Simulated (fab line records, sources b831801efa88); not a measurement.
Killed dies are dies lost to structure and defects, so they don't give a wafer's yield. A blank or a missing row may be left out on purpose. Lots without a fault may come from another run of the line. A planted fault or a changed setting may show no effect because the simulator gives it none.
Which tool did it? | flow gf180mcu | 13 lots, 39 wafers sampled, at 5 steps of a route of 602

WHAT THE GAUGES READ, wafer by wafer
GF_STI_THK_MEAS_24. Usual: STI_CVD_23_THK 652 nm, standard deviation 7.8.
lot  | measured    | on            | STI_CVD_23_THK (nm) | flag
L874 | day 2 03:47 | film_metro-02 | 649 656 657         |
L875 | day 2 08:54 | film_metro-04 | 663 661 659         |
L878 | day 3 00:36 | film_metro-04 | 643 650 643         |
L879 | day 3 05:57 | film_metro-03 | 641 668 651         |
L882 | day 3 20:59 | film_metro-02 | 652 658 654         |
L883 | day 4 01:00 | film_metro-04 | 662 649 648         |
L884 | day 4 08:27 | film_metro-04 | 645 651 653         |
L885 | day 4 12:29 | film_metro-04 | 651 655 658         |
L886 | day 4 16:37 | film_metro-02 | 648 657 652         |
L889 | day 5 08:48 | film_metro-03 | 630 646 653         |
L890 | day 5 14:13 | film_metro-03 | 661 654 653         |
L896 | day 6 22:23 | film_metro-04 | 647 649 649         |
L897 | day 7 02:27 | film_metro-02 | 656 653 658         |

GF_MVPSD_TW_MEAS_11. Usual: MVPSD_TW 551, standard deviation 3.9.
lot  | measured     | on            | MVPSD_TW    | flag
L874 | day 5 00:44  | film_metro-03 | 551 552 551 |
L875 | day 5 07:08  | film_metro-01 | 555 555 555 |
L878 | day 6 02:14  | film_metro-01 | 555 552 555 |
L879 | day 6 08:23  | film_metro-02 | 547 547 547 |
L882 | day 6 23:39  | film_metro-01 | 555 556 553 |
L883 | day 7 04:28  | film_metro-02 | 547 543 548 |
L884 | day 7 13:35  | film_metro-02 | 546 545 550 |
L885 | day 7 18:34  | film_metro-01 | 554 554 553 |
L886 | day 7 22:24  | film_metro-01 | 511 510 510 | OFF
L889 | day 8 16:53  | film_metro-02 | 544 543 544 |
L890 | day 9 00:27  | film_metro-01 | 510 508 508 | OFF
L896 | day 10 10:26 | film_metro-01 | 558 557 553 |
L897 | day 10 17:47 | film_metro-01 | 556 554 554 |

GF_VT_IMPLANT_RS_MEAS_49: measures by four-point-probe. Usual: MVPSD_RS 1169 ohm/sq, standard deviation 3.1.
lot  | measured     | on            | MVPSD_RS (ohm/sq) | flag
L874 | day 7 13:04  | film_metro-01 | 1172 1168 1171    |
L875 | day 7 20:13  | film_metro-01 | 1174 1173 1173    |
L878 | day 8 17:36  | film_metro-02 | 1170 1170 1169    |
L879 | day 9 01:09  | film_metro-01 | 1167 1163 1164    |
L882 | day 9 17:22  | film_metro-02 | 1172 1170 1172    |
L883 | day 9 22:55  | film_metro-02 | 1172 1172 1172    |
L884 | day 10 08:28 | film_metro-01 | 1171 1167 1168    |
L885 | day 10 13:29 | film_metro-02 | 1171 1169 1173    |
L886 | day 10 18:26 | film_metro-02 | 1373 1372 1375    | OFF
L889 | day 11 13:00 | film_metro-03 | 1167 1167 1167    |
L890 | day 11 20:42 | film_metro-01 | 1375 1372 1372    | OFF
L896 | day 13 11:37 | film_metro-01 | 1166 1161 1168    |
L897 | day 13 19:23 | film_metro-02 | 1168 1168 1168    |

GF_POLY_GATE_OVL_MEAS_11. Usual: POLY_GATE_OVL -5 nm, standard deviation 5.6.
lot  | measured     | on         | POLY_GATE_OVL (nm) | flag
L874 | day 9 03:58  | overlay-01 | 2 5 -5             |
L875 | day 9 11:07  | overlay-02 | -8 -7 -15          |
L878 | day 10 15:49 | overlay-01 | -3 -3 -8           |
L879 | day 11 00:52 | overlay-01 | -5 -12 -9          |
L882 | day 11 13:13 | overlay-02 | 5 -2 2             |
L883 | day 11 23:46 | overlay-01 | -14 -6 -11         |
L884 | day 12 19:50 | overlay-01 | -7 -5 0            |
L885 | day 12 21:43 | overlay-02 | -9 -11 -13         |
L886 | day 12 20:11 | overlay-01 | 7 5 -5             |
L889 | day 14 00:43 | overlay-02 | -10 -15 -15        |
L890 | day 14 01:29 | overlay-01 | 2 -13 4            |
L896 | day 15 12:10 | overlay-01 | -8 -8 3            |
L897 | day 15 19:16 | overlay-01 | -12 -3 -5          |

WHICH TOOL RAN EACH LOT (tool, then ch and the chambers of the sampled wafers, then the start)
lot  | GF_MVPSD_IMPLANT_08
L874 | implanter-01 ch 0, day 5 00:20
L875 | implanter-02 ch 0, day 5 06:44
L878 | implanter-04 ch 0, day 6 01:50
L879 | implanter-01 ch 0, day 6 07:59
L882 | implanter-02 ch 0, day 6 23:16
L883 | implanter-04 ch 0, day 7 04:04
L884 | implanter-01 ch 0, day 7 13:11
L885 | implanter-01 ch 0, day 7 18:10
L886 | implanter-01 ch 0, day 7 22:02
L889 | implanter-02 ch 0, day 8 16:29
L890 | implanter-01 ch 0, day 9 00:05
L896 | implanter-02 ch 0, day 10 10:02
L897 | implanter-04 ch 0, day 10 17:24
- GF_MVPSD_IMPLANT_08

WHAT THE TOOLS THEMSELVES READ (means of the sampled wafers that have a number; where no wafer has one, the mark that the record gives instead)
GF_MVPSD_IMPLANT_08. Usual: dose_ions_cm2 1.5e+13, standard deviation 1.5e+10; faraday_current_uA 84.2, standard deviation 1.6.
lot  | tool         | dose_ions_cm2 | faraday_current_uA | flag
L874 | implanter-01 | 1.5e+13       | 84.4               |
L875 | implanter-02 | 1.5e+13       | 83.0               |
L878 | implanter-04 | 1.5e+13       | 85.7               |
L879 | implanter-01 | 1.5e+13       | 83.6               |
L882 | implanter-02 | 1.5e+13       | 83.2               |
L883 | implanter-04 | 1.5e+13       | 83.0               |
L884 | implanter-01 | 1.5e+13       | 83.2               |
L885 | implanter-01 | 1.5e+13       | 82.1               |
L886 | implanter-01 | 1.1e+13       | 60.8               | OFF
L889 | implanter-02 | 1.5e+13       | 84.7               |
L890 | implanter-01 | 1.1e+13       | 60.6               | OFF
L896 | implanter-02 | 1.5e+13       | 84.8               |
L897 | implanter-04 | 1.5e+13       | 84.5               |

THE ANSWER, worked out from the rows above alone
Rule: a lot is off if the mean of its wafers that have a number lies more than 3 standard deviations from the usual mean. A lot without any number at a reading at which 4 lots or more have one is off too. The other lots that the step has rows for count as sound. The gauges are gone through in route order, then the tools' own readings, and for those a lot's mean is taken as printed above. The first step at which some lot is off is used, and at that step the reading that is off furthest; a lot without a number counts as furthest.
Off: L886, L890, at GF_MVPSD_TW_MEAS_11 (MVPSD_TW).
A tool fits if, at a process step before that reading, it ran every lot that is off, and no sound lot after the first of them. The gauges at GF_MVPSD_TW_MEAS_11 aren't tried: what is off there is off at GF_MVPSD_IMPLANT_08 too, on other tools, and a gauge's error can't cause that. One fits: implanter-01 at GF_MVPSD_IMPLANT_08. Its last sound lot is L885 (day 7 18:10), its first lot that is off L886 (day 7 22:02): a fault that began between those two fits.
The tool's own readings at GF_MVPSD_IMPLANT_08 bear it out: on the lots that are off they differ by more than 5 times the standard deviation of the sound lots' means. dose_ions_cm2 reads 1.1e+13 there against 1.5e+13 on the sound lots; faraday_current_uA reads 60.7 there against 83.8 on the sound lots.

WHAT THE SIMULATOR HAD PUT IN
Process parameter drift: implanter-01, from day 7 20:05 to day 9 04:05, at GF_MVPSD_IMPLANT_08. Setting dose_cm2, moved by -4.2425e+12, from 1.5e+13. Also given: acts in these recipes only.
Lots struck among those shown: L886, L890. The rule above found the same.
